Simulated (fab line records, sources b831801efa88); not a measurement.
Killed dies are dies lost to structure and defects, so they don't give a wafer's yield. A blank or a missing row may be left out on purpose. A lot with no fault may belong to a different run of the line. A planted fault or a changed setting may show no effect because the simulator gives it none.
Which tool was responsible? :: flow gf180mcu :: 14 lots with 42 wafers sampled at 3 steps, on a route of 602 steps

## WHAT THE GAUGES READ, wafer by wafer
GF_V4_THK_MEAS_25: measures by xrf. Usual: V4_W_THK 344 nm, standard deviation 5.5.
lot: L541
measured: day 24 06:53
on: film metro-04
V4_W_THK (nm): 351 345 354
flag: 

lot: L542
measured: day 25 04:09
on: film metro-02
V4_W_THK (nm): 347 341 339
flag: 

lot: L543
measured: day 25 06:23
on: film metro-04
V4_W_THK (nm): 346 351 343
flag: 

lot: L544
measured: day 25 08:55
on: film metro-04
V4_W_THK (nm): 353 352 349
flag: 

lot: L545
measured: day 26 03:43
on: film metro-02
V4_W_THK (nm): 341 335 332
flag: 

lot: L549
measured: day 27 07:25
on: film metro-04
V4_W_THK (nm): 342 350 345
flag: 

lot: L550
measured: day 27 17:54
on: film metro-02
V4_W_THK (nm): 345 337 352
flag: 

lot: L558
measured: day 29 20:51
on: film metro-02
V4_W_THK (nm): 343 339 343
flag: 

lot: L559
measured: day 30 04:46
on: film metro-04
V4_W_THK (nm): 340 340 342
flag: 

lot: L560
measured: day 30 09:40
on: film metro-01
V4_W_THK (nm): 337 330 335
flag: 

lot: L561
measured: day 30 15:38
on: film metro-04
V4_W_THK (nm): 346 342 347
flag: 

lot: L562
measured: day 30 21:40
on: film metro-01
V4_W_THK (nm): 348 342 341
flag: 

lot: L563
measured: day 31 03:01
on: film metro-02
V4_W_THK (nm): 353 344 346
flag: 

lot: L564
measured: day 31 09:02
on: film metro-04
V4_W_THK (nm): 347 345 339
flag: 

GF_MIM_RS_MEAS_10: measures by four-point-probe. Usual: MIM_ALCU_RS 0.1611 ohm/sq, standard deviation 0.0021.
lot: L541
measured: day 24 07:40
on: film metro-04
MIM_ALCU_RS (ohm/sq): 0.1632 0.1628 0.1623
flag: 

lot: L542
measured: day 25 04:56
on: film metro-04
MIM_ALCU_RS (ohm/sq): 0.1587 0.1569 0.1599
flag: 

lot: L543
measured: day 25 07:11
on: film metro-04
MIM_ALCU_RS (ohm/sq): 0.1589 0.1624 0.1615
flag: 

lot: L544
measured: day 25 09:43
on: film metro-01
MIM_ALCU_RS (ohm/sq): 0.1602 0.1604 0.1595
flag: 

lot: L545
measured: day 26 04:30
on: film metro-01
MIM_ALCU_RS (ohm/sq): 0.1574 0.1616 0.1607
flag: 

lot: L549
measured: day 27 08:11
on: film metro-04
MIM_ALCU_RS (ohm/sq): 0.1579 0.1615 0.1592
flag: 

lot: L550
measured: day 27 19:13
on: film metro-01
MIM_ALCU_RS (ohm/sq): 0.1599 0.1594 0.1578
flag: 

lot: L558
measured: day 29 21:38
on: film metro-03
MIM_ALCU_RS (ohm/sq): 0.1643 0.1618 0.1609
flag: 

lot: L559
measured: day 30 05:34
on: film metro-01
MIM_ALCU_RS (ohm/sq): 0.1621 0.1616 0.1601
flag: 

lot: L560
measured: day 30 10:31
on: film metro-03
MIM_ALCU_RS (ohm/sq): 0.1631 0.1627 0.1602
flag: 

lot: L561
measured: day 30 16:26
on: film metro-04
MIM_ALCU_RS (ohm/sq): 0.1629 0.1631 0.1592
flag: 

lot: L562
measured: day 30 22:28
on: film metro-04
MIM_ALCU_RS (ohm/sq): 0.1630 0.1601 0.1631
flag: 

lot: L563
measured: day 31 03:49
on: film metro-01
MIM_ALCU_RS (ohm/sq): 0.1630 0.1599 0.1612
flag: 

lot: L564
measured: day 31 09:51
on: film metro-03
MIM_ALCU_RS (ohm/sq): 0.1619 0.1651 0.1609
flag: 

GF_MIM_THK_MEAS_11: measures by xrf. Usual: MIM_ALCU_THK 199.0 nm, standard deviation 2.6.
lot: L541
measured: day 24 07:46
on: film metro-04
MIM_ALCU_THK (nm): 196.8 197.0 196.4
flag: 

lot: L542
measured: day 25 05:03
on: film metro-04
MIM_ALCU_THK (nm): 202.8 204.4 201.5
flag: 

lot: L543
measured: day 25 07:17
on: film metro-04
MIM_ALCU_THK (nm): 200.1 198.4 198.5
flag: 

lot: L544
measured: day 25 09:49
on: film metro-01
MIM_ALCU_THK (nm): 200.3 199.2 200.4
flag: 

lot: L545
measured: day 26 04:37
on: film metro-01
MIM_ALCU_THK (nm): 202.3 198.5 198.0
flag: 

lot: L549
measured: day 27 08:18
on: film metro-04
MIM_ALCU_THK (nm): 202.7 199.7 200.7
flag: 

lot: L550
measured: day 27 19:20
on: film metro-01
MIM_ALCU_THK (nm): 200.6 202.6 203.0
flag: 

lot: L558
measured: day 29 21:45
on: film metro-03
MIM_ALCU_THK (nm): 194.8 198.7 199.1
flag: 

lot: L559
measured: day 30 05:40
on: film metro-01
MIM_ALCU_THK (nm): 198.1 197.9 201.0
flag: 

lot: L560
measured: day 30 10:37
on: film metro-03
MIM_ALCU_THK (nm): 194.6 195.7 199.5
flag: 

lot: L561
measured: day 30 16:32
on: film metro-04
MIM_ALCU_THK (nm): 196.3 198.0 199.1
flag: 

lot: L562
measured: day 30 22:34
on: film metro-04
MIM_ALCU_THK (nm): 197.7 200.2 197.7
flag: 

lot: L563
measured: day 31 03:55
on: film metro-01
MIM_ALCU_THK (nm): 198.7 200.6 200.2
flag: 

lot: L564
measured: day 31 09:58
on: film metro-03
MIM_ALCU_THK (nm): 198.9 194.8 199.6
flag: 

## WHAT TOOL EACH LOT RAN ON (gives the tool, then ch and the chambers of the sampled wafers, and finally the start)
Before these readings, the record contains no process step.

## AS READ BY THE TOOLS THEMSELVES (means over the sampled wafers that have a number; for cases with no such wafer, the mark the record gives instead)
The record holds no such reading with a usual standard deviation.

## THE ANSWER, worked out from the rows above alone
Rule: a lot is off if the mean of its wafers that have a number lies more than 3 standard deviations from the usual mean. Also off: a lot with no number at a reading for which 4 or more lots have one. Any other lot the step has rows for is counted as sound. The gauges are gone through in route order, then the tools' own readings, and for those a lot's mean is taken as printed above. The first step at which some lot is off is used, and at that step the reading that is off furthest; a lot without a number counts as furthest.
Nothing can be told from this: no lot is off at any reading shown.

## WHAT HAD BEEN PUT IN BY THE SIMULATOR
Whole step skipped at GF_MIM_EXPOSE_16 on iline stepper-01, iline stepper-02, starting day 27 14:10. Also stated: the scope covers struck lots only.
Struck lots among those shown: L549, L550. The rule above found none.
